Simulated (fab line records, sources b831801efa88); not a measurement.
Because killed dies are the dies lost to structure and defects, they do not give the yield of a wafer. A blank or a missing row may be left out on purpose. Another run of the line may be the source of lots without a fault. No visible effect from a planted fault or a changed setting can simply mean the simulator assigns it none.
fab line records	flow sfq-line
[record] lots = 5	wafers = 23
route steps=325 shown L0@6 L0V@18 M0@36 I0@44 M1@66 I1@78 M2@89
start-h: the number of hours between the record's first day and the start of the first shown wafer of the lot	wait-h: hours since the lot's step before	" unchanged from the row above	L1.1+2: a row that stands for several wafers	- no value present, or no start provided	* or withheld: withheld	< > ~ a bound
route shown NAME@n: a module of which the file shows steps, and the number in the route of the first	usual: the fault-free wafers' mean and standard deviation	same: alike in all rows	chamber/n: place in a boat	sites: the reading at each site	_std_site: standard deviation of those values	_edge_site: outer sites' mean less inner sites'	radius-mm: how far each site lies from the wafer's centre	mask NAME#n: copy n	behind: the tool/chamber that last shaped the wafer	hold: cause of the lot's hold/its duration in hours/its outcome	device: whichever transistor did not switch (one of n, p or np)	end of line: tests run on the same wafers once the route is complete	a step without rows: its recipe alone	killed: not the wafer's yield, but the dies lost to structure and defects at the first sort	map: a wafer's dies, marking killed ones x, the rest . and places with no die _
set.NAME: the run value of the setting; set.NAME@STEP: its run value at that earlier step	model.NAME: the simulator's own value behind a step, which no gauge read
lots with deliberately changed settings; one table per step, one row per wafer
[[steps]]
[step SFQ_TRILAYER_L0_LITHO_COAT_010]
[recipe] resist = BARC	spin-rpm = 3000	resist-thk-nm = 62
lot.wafer	tool	chamber	start-h	wait-h	set.spin-rpm	model.BARC_of_TRILAYER_L0_LITHO_COAT_010.thk-nm
L075.3	litho-track-02	0	17.84	0.1	3000	62.24
L075.4	"	0	"	"	3000	61.97
L075.5	"	0	"	"	3000	61.92
L079.1	litho-track-03	0	37.78	0.1	2837	63.48
L079.2	"	0	"	"	3000	61.58
L079.4	"	0	"	"	2837	63.16
L079.5	"	0	"	"	3000	61.45
L079.6	"	0	"	"	3000	61.73
L080.1	litho-track-03	0	42.74	0.1	3000	61.7
L080.2	"	0	"	"	2894	62.9
L080.3	"	0	"	"	2894	62.91
L080.4	"	0	"	"	2894	63.02
L080.5	"	0	"	"	3000	61.74
L081.1	litho-track-02	0	47.74	0.1	3116	60.72
L081.2	"	0	"	"	3000	62.03
L081.3	"	0	"	"	3116	60.76
L081.5	"	0	"	"	3000	62.19
L081.6	"	0	"	"	3000	61.95
L083.2	litho-track-04	0	57.79	0.1	3000	61.76
L083.3	"	0	"	"	3000	62.16
L083.4	"	0	"	"	3000	62.02
L083.5	"	0	"	"	3000	62.07
L083.6	"	0	"	"	3000	61.94
[step SFQ_TRILAYER_L0_VIA_LITHO_COAT_013]
[recipe] resist = KrF	spin-rpm = 3000	resist-thk-nm = 650
lot.wafer	tool	chamber	start-h	wait-h	set.spin-rpm	model.KrF_of_TRILAYER_L0_VIA_LITHO_COAT_013.thk-nm
L075.3	litho-track-01	0	79.65	0.2	3000	647.3
L075.4	"	0	"	"	3000	646.8
L075.5	"	0	"	"	3000	646.6
L079.1	litho-track-01	0	106.88	0.2	2858	665
L079.2	"	0	"	"	2858	666.7
L079.4	"	0	"	"	2858	662.9
L079.5	"	0	"	"	3000	648.8
L079.6	"	0	"	"	3000	648.7
L080.1	litho-track-01	0	115.13	0.2	2900	659.8
L080.2	"	0	"	"	3000	648.4
L080.3	"	0	"	"	2900	660.8
L080.4	"	0	"	"	3000	647.2
L080.5	"	0	"	"	3000	648.8
L081.1	litho-track-02	0	123.53	0.2	3156	633.2
L081.2	"	0	"	"	3156	632.7
L081.3	"	0	"	"	3000	649.7
L081.5	"	0	"	"	3000	648
L081.6	"	0	"	"	3156	632
L083.2	litho-track-03	0	133.19	0.2	3000	652.9
L083.3	"	0	"	"	3000	655
L083.4	"	0	"	"	2804	673.6
L083.5	"	0	"	"	2804	677.3
L083.6	"	0	"	"	3000	653.4
[step SFQ_TRILAYER_M0_LITHO_PEB_024]
[recipe] peb-temp-c = 115	peb-time-s = 60	resist = KrF
lot.wafer	tool	chamber	start-h	wait-h	set.peb-temp-c
L075.3+4+5	litho-track-01	0	157.99	0.7	115
L079.1+5	litho-track-01	0	197.96	1.0	113.1
L079.2+4+6	"	0	"	"	115
L080.1+2+4	litho-track-03	0	202.36	1.0	115
L080.3+5	"	0	"	"	112.5
L081.1+2+3+5+6	litho-track-03	0	216.67	1.0	115
L083.2+3+4+5+6	litho-track-03	0	239.50	0.8	115
[step SFQ_TRILAYER_M0_BARC_OPEN_METAL_ETCH_031]
[recipe] mask-material = PR	chemistry = O2	target-depth-nm = 125	target = BARC	icp-w = 600	bias-w = 80	pressure-mtorr = 10	time-s = 41.7
lot.wafer	tool	chamber	start-h	wait-h	set.bias-w	set.peb-temp-c@TRILAYER_M0_LITHO_PEB_024	model.M0.cd-nm
L075.3	rie-metal-03	0	158.30	0.0	80	115	498.7
L075.4	"	1	"	"	80	115	501.5
L075.5	"	1	"	"	80	115	500.4
L079.1	rie-metal-03	1	198.30	0.0	80	113.1	539
L079.2	"	0	"	"	80	115	498.7
L079.4	"	1	"	"	72.68	115	500.8
L079.5	"	1	"	"	72.68	113.1	539.4
L079.6	"	0	"	"	80	115	499.6
L080.1	rie-metal-01	1	202.69	0.0	80	115	498.3
L080.2	"	0	"	"	80	115	499.7
L080.3	"	1	"	"	80	112.5	549.1
L080.4	"	0	"	"	80	115	500.4
L080.5	"	1	"	"	80	112.5	548.7
L081.1	rie-metal-01	1	217.01	0.0	80	115	500.6
L081.2	"	0	"	"	80	115	500.3
L081.3	"	0	"	"	80	115	500.7
L081.5	"	0	"	"	80	115	500.4
L081.6	"	1	"	"	80	115	502
L083.2	rie-metal-04	1	239.81	0.0	72.68	115	501.3
L083.3	"	0	"	"	80	115	499.9
L083.4	"	1	"	"	72.68	115	501
L083.5	"	0	"	"	80	115	500
L083.6	"	1	"	"	72.68	115	500.1
[step SFQ_TRILAYER_I0_CMP_CMP_028]
[recipe] material = SiO2	down-force-psi = 3	platen-rpm = 60	pad-velocity-m-s = 0.94248
lot.wafer	tool	chamber	start-h	wait-h	set.leave-above-ref-nm	model.SiO2_of_TRILAYER_I0_DEP_PECVD_027.thk-nm
L075.3	cmp-02	2	161.77	2.5	200	199.4
L075.4	"	0	162.77	3.5	200	198.9
L075.5	"	1	"	"	200	201
L079.4	cmp-02	3	199.62	0.1	200	201.2
L079.1	"	1	200.62	1.1	212.3	214
L079.2	"	2	"	"	212.3	212.6
L079.5	"	3	"	"	200	200
L079.6	"	0	"	"	200	200.9
L080.2	cmp-02	1	203.73	0.0	186.8	189.1
L080.4	"	2	"	"	200	201
L080.1	"	3	"	"	200	202.1
L080.3	"	0	"	"	200	201.4
L080.5	"	2	206.23	2.5	186.8	186.4
L081.2	cmp-01	1	218.71	0.7	204.9	204.7
L081.3	"	2	"	"	204.9	205.1
L081.1	"	0	220.21	2.2	200	199.1
L081.5	"	1	"	"	200	200.4
L081.6	"	2	"	"	200	199.8
L083.4	cmp-02	2	245.05	4.2	200	200.7
L083.3	"	3	"	"	200	200.5
L083.2	"	1	246.55	5.7	200	201.3
L083.5	"	2	"	"	200	200.6
L083.6	"	3	"	"	200	200.1
[step SFQ_TRILAYER_I0_METRO_MEASURE_029]
[usual] thk-nm = 200.5/0.89
lot.wafer	tool	chamber	start-h	wait-h	set.leave-above-ref-nm@TRILAYER_I0_CMP_CMP_028	thk-nm
L075.3	film-metro-01	-	164.79	0.5	200	199.4
L075.4	"	-	"	"	200	198.9
L075.5	"	-	"	"	200	200.8
L079.1	film-metro-03	-	202.74	0.1	212.3	214.1
L079.2	"	-	"	"	212.3	212.6
L079.4	"	-	"	"	200	201.4
L079.5	"	-	"	"	200	199.9
L079.6	"	-	"	"	200	200.8
L080.1	film-metro-03	-	206.85	0.1	200	202.1
L080.2	"	-	"	"	186.8	189.1
L080.3	"	-	"	"	200	201.3
L080.4	"	-	"	"	200	200.9
L080.5	"	-	"	"	186.8	186.4
L081.1	film-metro-02	-	221.83	0.1	200	199.1
L081.2	"	-	"	"	204.9	204.8
L081.3	"	-	"	"	204.9	204.9
L081.5	"	-	"	"	200	200.2
L081.6	"	-	"	"	200	199.8
L083.2	film-metro-01	-	248.37	0.3	200	201.3
L083.3	"	-	"	"	200	200.6
L083.4	"	-	"	"	200	200.8
L083.5	"	-	"	"	200	200.7
L083.6	"	-	"	"	200	200.2
[step SFQ_TRILAYER_I0_VIA_ETCH_VIA_ETCH_034]
[recipe] target = SiO2	stop-on = Nb	mask-material = PR	taper-deg = 20	chemistry = CHF3	target-depth-nm = 260	source-w = 500	bias-w = 80	pressure-mtorr = 30	time-s = withheld
[usual] oes-product-au = 0.855/0.0052
lot.wafer	tool	chamber	start-h	wait-h	set.source-w	set.leave-above-ref-nm@TRILAYER_I0_CMP_CMP_028	oes-product-au	model.I0.feature-depth-nm
L075.3	rie-diel-04	1	264.08	0.0	500	200	0.849	199.4
L075.4	"	0	"	"	500	200	0.856	198.9
L075.5	"	0	"	"	500	200	0.858	201
L079.1	rie-diel-02	3	314.23	0.0	500	212.3	0.888	214
L079.2	"	1	"	"	500	212.3	0.892	212.6
L079.4	"	2	"	"	500	200	0.864	201.2
L079.5	"	3	"	"	548.8	200	0.852	200.8
L079.6	"	0	"	"	548.8	200	0.852	201.7
L080.1	rie-diel-03	0	317.83	0.0	500	200	0.860	202.1
L080.2	"	1	"	"	471.2	186.8	0.839	189.1
L080.3	"	2	"	"	500	200	0.857	201.4
L080.4	"	2	"	"	471.2	200	0.858	201
L080.5	"	1	"	"	500	186.8	0.826	186.4
L081.1	rie-diel-04	2	329.83	0.0	478.3	200	0.864	199.1
L081.2	"	1	"	"	500	204.9	0.871	204.7
L081.3	"	0	"	"	500	204.9	0.860	205.1
L081.5	"	3	"	"	500	200	0.857	200.4
L081.6	"	2	"	"	478.3	200	0.854	199.8
L083.2	rie-diel-04	3	350.23	0.0	458.2	200	0.856	201.3
L083.3	"	2	"	"	500	200	0.861	200.5
L083.4	"	0	"	"	458.2	200	0.855	200.7
L083.5	"	2	"	"	458.2	200	0.859	200.6
L083.6	"	3	"	"	500	200	0.853	200.1
[step SFQ_TRILAYER_M1_LITHO_PEB_042]
[recipe] peb-temp-c = 115	peb-time-s = 60	resist = KrF
lot.wafer	tool	chamber	start-h	wait-h	set.peb-temp-c
L075.3+4+5	litho-track-03	0	290.25	0.7	115
L079.1+4	litho-track-02	0	325.35	1.0	116
L079.2+5+6	"	0	"	"	115
L080.1+3	litho-track-02	0	326.55	1.0	113.5
L080.2+4+5	"	0	"	"	115
L081.1+2+3+5+6	litho-track-03	0	333.40	1.0	115
L083.2+4	litho-track-02	0	367.31	0.8	115
L083.3+5+6	"	0	"	"	111.6
[step SFQ_TRILAYER_M1_LITHO_DEVELOP_041]
[recipe] time-s = 60	resist = KrF
[step SFQ_TRILAYER_M1_BARC_OPEN_METAL_ETCH_054]
[recipe] mask-material = PR	chemistry = O2	target-depth-nm = 125	target = BARC	icp-w = 600	bias-w = 80	pressure-mtorr = 10	time-s = 41.7
lot.wafer	tool	chamber	start-h	wait-h	set.peb-temp-c@TRILAYER_M1_LITHO_PEB_042	model.M1.cd-nm
L075.3+5	rie-metal-03	1	290.56	0.0	115	499.5
L075.4	"	0	"	"	115	499.7
L079.1	rie-metal-01	0	325.68	0.0	116	483.4
L079.2	"	1	"	"	115	501.1
L079.4	"	1	"	"	116	482.4
L079.5	"	0	"	"	115	502.6
L079.6	"	1	"	"	115	500.2
L080.1	rie-metal-03	0	326.88	0.0	113.5	526.6
L080.2+4+5	"	1	"	"	115	499.1
L080.3	"	0	"	"	113.5	528.5
L081.1	rie-metal-02	0	333.73	0.0	115	497
L081.2	"	1	"	"	115	497.5
L081.3	"	0	"	"	115	499.7
L081.5	"	0	"	"	115	499.1
L081.6	"	1	"	"	115	498.3
L083.2	rie-metal-01	0	367.62	0.0	115	498.6
L083.3	"	0	"	"	111.6	569.4
L083.4	"	1	"	"	115	496
L083.5	"	0	"	"	111.6	570.2
L083.6	"	1	"	"	111.6	567.1
[step SFQ_TRILAYER_M1_ETCH_METAL_ETCH_042]
[recipe] target = Nb	stop-on = SiO2	mask-material = PR	chemistry = Cl2/Ar	target-depth-nm = 240	icp-w = 600	bias-w = 80	pressure-mtorr = 10	time-s = 120
lot.wafer	tool	chamber	start-h	wait-h	set.peb-temp-c@TRILAYER_M1_LITHO_PEB_042	model.M1.cd-nm
L075.3+5	rie-metal-03	1	290.64	0.1	115	498.4
L075.4	"	0	"	"	115	497.9
L079.1	rie-metal-01	0	325.74	0.0	116	483.5
L079.2	"	1	"	"	115	501
L079.4	"	1	"	"	116	481.4
L079.5	"	0	"	"	115	502.6
L079.6	"	1	"	"	115	499.4
L080.1	rie-metal-03	0	326.94	0.0	113.5	525.1
L080.2	"	1	"	"	115	500.2
L080.3	"	0	"	"	113.5	527.6
L080.4	"	1	"	"	115	500.4
L080.5	"	1	"	"	115	499.2
L081.1	rie-metal-02	0	333.79	0.0	115	495.3
L081.2	"	1	"	"	115	498
L081.3	"	0	"	"	115	498.7
L081.5	"	0	"	"	115	497.3
L081.6	"	1	"	"	115	499.3
L083.2	rie-metal-01	0	367.68	0.0	115	496.9
L083.3	"	0	"	"	111.6	567.4
L083.4	"	1	"	"	115	493.9
L083.5	"	0	"	"	111.6	567.8
L083.6	"	1	"	"	111.6	563.7
[step SFQ_TRILAYER_I1_VIA_LITHO_COAT_049]
[recipe] resist = KrF	spin-rpm = 3000	resist-thk-nm = 650
lot.wafer	tool	chamber	start-h	wait-h	set.spin-rpm	model.KrF_of_TRILAYER_I1_VIA_LITHO_COAT_049.thk-nm
L075.3+4	litho-track-01	0	296.29	0.2	3000	648.5
L075.5	"	0	"	"	3000	647.5
L079.1	litho-track-01	0	332.01	0.2	3000	651.5
L079.2	"	0	"	"	3000	651.6
L079.4	"	0	"	"	2842	669.7
L079.5	"	0	"	"	3000	650.3
L079.6	"	0	"	"	2842	669.9
L080.1	litho-track-01	0	333.39	0.2	3160	634
L080.2	"	0	"	"	3160	637.1
L080.3	"	0	"	"	3160	633.3
L080.4	"	0	"	"	3000	651.7
L080.5	"	0	"	"	3000	651
L081.1	litho-track-03	0	339.39	0.2	3065	640.6
L081.2	"	0	"	"	3065	641.6
L081.3	"	0	"	"	3065	640.5
L081.5	"	0	"	"	3000	649.5
L081.6	"	0	"	"	3000	645
L083.2	litho-track-01	0	378.30	0.2	3000	649.2
L083.3	"	0	"	"	3000	649.6
L083.4	"	0	"	"	3190	630.7
L083.5	"	0	"	"	3190	630.2
L083.6	"	0	"	"	3000	650.6
[step SFQ_TRILAYER_I1_VIA_LITHO_EXPOSE_050]
[recipe] mask-id = I1	na = 0.6	source-shape = conventional	sigma-outer = 0.65	target-cd-nm = 500	dose-mj = 21.3
lot.wafer	tool	chamber	start-h	wait-h	mask	set.dose-mj
L075.3+4+5	krf-scanner-01	0	419.85	-	I1#0	21.3
L079.1+4+5	krf-scanner-02	0	447.17	-	I1#0	21.93
L079.2+6	"	0	"	"	I1#0	21.3
L080.1+2+4	krf-scanner-01	0	470.10	-	I1#0	20.71
L080.3+5	"	0	"	"	I1#0	21.3
L081.1+2+6	krf-scanner-02	0	488.98	-	I1#0	22.31
L081.3+5	"	0	"	"	I1#0	21.3
L083.2+3+5	krf-scanner-02	0	529.98	-	I1#0	22.53
L083.4+6	"	0	"	"	I1#0	21.3
[step SFQ_TRILAYER_I1_VIA_LITHO_PEB_052]
[recipe] peb-temp-c = 115	peb-time-s = 60	resist = KrF
[step SFQ_TRILAYER_I1_VIA_LITHO_DEVELOP_051]
[recipe] time-s = 60	resist = KrF
[step SFQ_TRILAYER_I1_VIA_BARC_OPEN_VIA_ETCH_071]
[recipe] mask-material = PR	chemistry = O2	target-depth-nm = 125	target = BARC	source-w = 511.5	bias-w = 80	pressure-mtorr = 30	time-s = 41.7
lot.wafer	tool	chamber	start-h	wait-h	set.dose-mj@TRILAYER_I1_VIA_LITHO_EXPOSE_050	model.I1.cd-nm
L075.3	rie-diel-02	1	420.99	0.0	21.3	500.6
L075.4	"	3	"	"	21.3	501.2
L075.5	"	1	"	"	21.3	500.7
L079.1	rie-diel-03	1	448.71	0.0	21.93	503.5
L079.2	"	0	"	"	21.3	501
L079.4	"	2	"	"	21.93	504.1
L079.5	"	0	"	"	21.93	504.5
L079.6	"	1	"	"	21.3	498.7
L080.1	rie-diel-03	0	471.64	0.0	20.71	498.1
L080.2	"	1	"	"	20.71	496.8
L080.3	"	3	"	"	21.3	500.8
L080.4	"	2	"	"	20.71	495.9
L080.5	"	0	"	"	21.3	502.4
L081.1	rie-diel-03	0	490.52	0.0	22.31	510.3
L081.2	"	2	"	"	22.31	508.2
L081.3	"	1	"	"	21.3	500
L081.5	"	0	"	"	21.3	501.3
L081.6	"	1	"	"	22.31	507.5
L083.2	rie-diel-02	3	531.32	0.0	22.53	509.9
L083.3	"	0	"	"	22.53	508.1
L083.4	"	2	"	"	21.3	501.9
L083.5	"	3	"	"	22.53	509.4
L083.6	"	0	"	"	21.3	499.6
[step SFQ_TRILAYER_M2_DEP_SPUTTER_055]
[recipe] material = Nb	base-pressure-pa = 1.33e-06	chamber-pressure-pa = 0.1333	substrate-temp-c = 20	resputter-cathode-voltage-v = 400	target-thk-nm = 200	power-w = 2000	time-s = 133.3
lot.wafer	tool	chamber	start-h	wait-h	set.power-w	model.Nb_of_TRILAYER_M2_DEP_SPUTTER_055.thk-nm
L075.3	pvd-sputter-03	-	421.94	0.0	2000	195.1
L075.4+5	"	-	"	"	2000	196.5
L079.1	pvd-sputter-03	-	449.68	0.0	1871	186
L079.2	"	-	"	"	2000	198.7
L079.4+5	"	-	"	"	2000	198.9
L079.6	"	-	"	"	1871	186.4
L080.1	pvd-sputter-05	-	472.59	0.0	2000	199.6
L080.2	"	-	"	"	2000	199.2
L080.3	"	-	"	"	2000	201.2
L080.4	"	-	"	"	2000	197.5
L080.5	"	-	"	"	2000	198.7
L081.1	pvd-sputter-03	-	491.47	0.0	2000	200.7
L081.2	"	-	"	"	2000	200.1
L081.3	"	-	"	"	1813	180.4
L081.5	"	-	"	"	1813	180.7
L081.6	"	-	"	"	1813	183
L083.2	pvd-sputter-05	-	532.27	0.0	1904	189.5
L083.3	"	-	"	"	2000	200.7
L083.4	"	-	"	"	1904	192.2
L083.5	"	-	"	"	2000	199.2
L083.6	"	-	"	"	1904	192.5
[step SFQ_M2_RS_MEAS_914]
[recipe] thk-meas-gauge = four-point-probe	reads = Nb_of_TRILAYER_M2_DEP_SPUTTER_055
[usual] M2_NB_RS = 0.889/0.0082
lot.wafer	tool	chamber	start-h	wait-h	set.power-w@TRILAYER_M2_DEP_SPUTTER_055	M2_NB_RS[ohm/sq]
L075.3	film-metro-01	-	422.07	0.1	2000	0.913
L075.4	"	-	"	"	2000	0.907
L075.5	"	-	"	"	2000	0.905
L079.1	film-metro-01	-	449.77	0.0	1871	0.958
L079.2	"	-	"	"	2000	0.895
L079.4	"	-	"	"	2000	0.895
L079.5	"	-	"	"	2000	0.895
L079.6	"	-	"	"	1871	0.955
L080.1	film-metro-01	-	472.68	0.0	2000	0.894
L080.2	"	-	"	"	2000	0.894
L080.3	"	-	"	"	2000	0.885
L080.4	"	-	"	"	2000	0.900
L080.5	"	-	"	"	2000	0.898
L081.1	film-metro-04	-	491.56	0.0	2000	0.885
L081.2	"	-	"	"	2000	0.889
L081.3	"	-	"	"	1813	0.988
L081.5	"	-	"	"	1813	0.986
L081.6	"	-	"	"	1813	0.973
L083.2	film-metro-04	-	532.38	0.1	1904	0.939
L083.3	"	-	"	"	2000	0.884
L083.4	"	-	"	"	1904	0.925
L083.5	"	-	"	"	2000	0.892
L083.6	"	-	"	"	1904	0.924
[step SFQ_TRILAYER_M2_LITHO_PEB_060]
[recipe] peb-temp-c = 115	peb-time-s = 60	resist = KrF
lot.wafer	tool	chamber	start-h	wait-h	set.peb-time-s
L075.3+4+5	litho-track-04	0	583.88	0.7	60
L079.1+4+6	litho-track-04	0	622.60	1.0	60
L079.2+5	"	0	"	"	53.61
L080.1+2+5	litho-track-04	0	646.73	1.0	60
L080.3+4	"	0	"	"	66.41
L081.1+3+5	litho-track-04	0	662.79	1.0	60
L081.2+6	"	0	"	"	52.76
L083.2+3	litho-track-03	0	700.40	0.8	67.37
L083.4+5+6	"	0	"	"	60
[step SFQ_TRILAYER_M2_LITHO_DEVELOP_059]
[recipe] time-s = 60	resist = KrF
[step SFQ_TRILAYER_M2_BARC_OPEN_METAL_ETCH_077]
[recipe] mask-material = PR	chemistry = O2	target-depth-nm = 125	target = BARC	icp-w = 600	bias-w = 80	pressure-mtorr = 10	time-s = 41.7
lot.wafer	tool	chamber	start-h	wait-h	set.peb-time-s@TRILAYER_M2_LITHO_PEB_060	model.M2.cd-nm
L075.3	rie-metal-04	1	584.19	0.0	60	497.9
L075.4+5	"	0,1	"	"	60	497
L079.1	rie-metal-03	1	622.94	0.0	60	499.7
L079.2	"	0	"	"	53.61	517.6
L079.4	"	1	"	"	60	500.9
L079.5	"	0	"	"	53.61	518
L079.6	"	1	"	"	60	501.2
L080.1	rie-metal-04	0	647.07	0.0	60	501.2
L080.2	"	1	"	"	60	502.3
L080.3	"	1	"	"	66.41	488.2
L080.4	"	0	"	"	66.41	488.1
L080.5	"	1	"	"	60	502.4
L081.1	rie-metal-03	0	663.13	0.0	60	502.3
L081.2	"	1	"	"	52.76	518.3
L081.3	"	0	"	"	60	502.4
L081.5	"	0	"	"	60	503.1
L081.6	"	1	"	"	52.76	520.2
L083.2	rie-metal-01	1	700.71	0.0	67.37	482.9
L083.3	"	0	"	"	67.37	483.5
L083.4+6	"	1	"	"	60	499.2
L083.5	"	0	"	"	60	500.3
[step SFQ_TRILAYER_M2_ETCH_METAL_ETCH_060]
[recipe] target = Nb	stop-on = SiO2	mask-material = PR	chemistry = Cl2/Ar	target-depth-nm = 240	icp-w = 600	bias-w = 80	pressure-mtorr = 10	time-s = 118.4
[usual] oes-product-au = 0.902/0.0063
lot.wafer	tool	chamber	start-h	wait-h	set.power-w@TRILAYER_M2_DEP_SPUTTER_055	set.peb-time-s@TRILAYER_M2_LITHO_PEB_060	oes-product-au	model.M2.cd-nm
L075.3	rie-metal-04	1	584.27	0.1	2000	60	0.893	499.5
L075.4	"	0	"	"	2000	60	0.887	499
L075.5	"	1	"	"	2000	60	0.890	498.5
L079.1	rie-metal-03	1	623.00	0.0	1871	60	0.865	499.4
L079.2	"	0	"	"	2000	53.61	0.891	514.1
L079.4	"	1	"	"	2000	60	0.901	499.3
L079.5	"	0	"	"	2000	53.61	0.903	515.3
L079.6	"	1	"	"	1871	60	0.871	500.4
L080.1	rie-metal-04	0	647.12	0.0	2000	60	0.901	500.6
L080.2	"	1	"	"	2000	60	0.893	503.3
L080.3	"	1	"	"	2000	66.41	0.903	490.8
L080.4	"	0	"	"	2000	66.41	0.900	487.7
L080.5	"	1	"	"	2000	60	0.900	502.9
L081.1	rie-metal-03	0	663.18	0.0	2000	60	0.906	499.9
L081.2	"	1	"	"	2000	52.76	0.902	516.3
L081.3	"	0	"	"	1813	60	0.845	500
L081.5	"	0	"	"	1813	60	0.854	500.5
L081.6	"	1	"	"	1813	52.76	0.861	517.8
L083.2	rie-metal-01	1	700.77	0.0	1904	67.37	0.879	481.7
L083.3	"	0	"	"	2000	67.37	0.905	484.3
L083.4	"	1	"	"	1904	60	0.882	497.4
L083.5	"	0	"	"	2000	60	0.898	501.5
L083.6	"	1	"	"	1904	60	0.878	497.8
[[key]]
[split] step = SFQ_TRILAYER_L0_LITHO_COAT_010	setting = spin-rpm	stated = 3000	by = wafer
[response] step = SFQ_TRILAYER_L0_LITHO_COAT_010	reading = model.BARC_of_TRILAYER_L0_LITHO_COAT_010.thk-nm	change = -0.33	per = 1%	r = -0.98
[split] step = SFQ_TRILAYER_L0_VIA_LITHO_COAT_013	setting = spin-rpm	stated = 3000	by = wafer
[response] step = SFQ_TRILAYER_L0_VIA_LITHO_COAT_013	reading = model.KrF_of_TRILAYER_L0_VIA_LITHO_COAT_013.thk-nm	change = -3.32	per = 1%	r = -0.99
[split] step = SFQ_TRILAYER_M0_LITHO_PEB_024	setting = peb-temp-c	stated = 115	by = wafer
[response] step = SFQ_TRILAYER_M0_BARC_OPEN_METAL_ETCH_031	reading = model.M0.cd-nm	change = -23.2	per = 1%	r = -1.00
[split] step = SFQ_TRILAYER_M0_BARC_OPEN_METAL_ETCH_031	setting = bias-w	stated = 80	by = wafer
response none clear
[split] step = SFQ_TRILAYER_I0_CMP_CMP_028	setting = leave-above-ref-nm	stated = 200	by = wafer
[response] step = SFQ_TRILAYER_I0_CMP_CMP_028	reading = model.SiO2_of_TRILAYER_I0_DEP_PECVD_027.thk-nm	change = +2.07	per = 1%	r = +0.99
[response] step = SFQ_TRILAYER_I0_METRO_MEASURE_029	reading = thk-nm	change = +2.07	per = 1%	r = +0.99
[response] step = SFQ_TRILAYER_I0_VIA_ETCH_VIA_ETCH_034	reading = oes-product-au	change = +0.00456	per = 1%	r = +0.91
[response] step = SFQ_TRILAYER_I0_VIA_ETCH_VIA_ETCH_034	reading = model.I0.feature-depth-nm	change = +2.03	per = 1%	r = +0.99
[split] step = SFQ_TRILAYER_I0_VIA_ETCH_VIA_ETCH_034	setting = source-w	stated = 500	by = wafer
response none clear
[split] step = SFQ_TRILAYER_M1_LITHO_PEB_042	setting = peb-temp-c	stated = 115	by = wafer
[response] step = SFQ_TRILAYER_M1_BARC_OPEN_METAL_ETCH_054	reading = model.M1.cd-nm	change = -23.6	per = 1%	r = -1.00
[response] step = SFQ_TRILAYER_M1_ETCH_METAL_ETCH_042	reading = model.M1.cd-nm	change = -23.2	per = 1%	r = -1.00
[split] step = SFQ_TRILAYER_I1_VIA_LITHO_COAT_049	setting = spin-rpm	stated = 3000	by = wafer
[response] step = SFQ_TRILAYER_I1_VIA_LITHO_COAT_049	reading = model.KrF_of_TRILAYER_I1_VIA_LITHO_COAT_049.thk-nm	change = -3.2	per = 1%	r = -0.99
[split] step = SFQ_TRILAYER_I1_VIA_LITHO_EXPOSE_050	setting = dose-mj	stated = 21.3	by = wafer
[response] step = SFQ_TRILAYER_I1_VIA_BARC_OPEN_VIA_ETCH_071	reading = model.I1.cd-nm	change = +1.55	per = 1%	r = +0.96
[split] step = SFQ_TRILAYER_M2_DEP_SPUTTER_055	setting = power-w	stated = 2000	by = wafer
[response] step = SFQ_TRILAYER_M2_DEP_SPUTTER_055	reading = model.Nb_of_TRILAYER_M2_DEP_SPUTTER_055.thk-nm	change = +1.98	per = 1%	r = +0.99
[response] step = SFQ_M2_RS_MEAS_914	reading = M2_NB_RS	change = -0.00974	per = 1%	r = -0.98
[response] step = SFQ_TRILAYER_M2_ETCH_METAL_ETCH_060	reading = oes-product-au	change = +0.0051	per = 1%	r = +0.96
[split] step = SFQ_TRILAYER_M2_LITHO_PEB_060	setting = peb-time-s	stated = 60	by = wafer
[response] step = SFQ_TRILAYER_M2_BARC_OPEN_METAL_ETCH_077	reading = model.M2.cd-nm	change = -1.4	per = 1%	r = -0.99
[response] step = SFQ_TRILAYER_M2_ETCH_METAL_ETCH_060	reading = model.M2.cd-nm	change = -1.33	per = 1%	r = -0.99
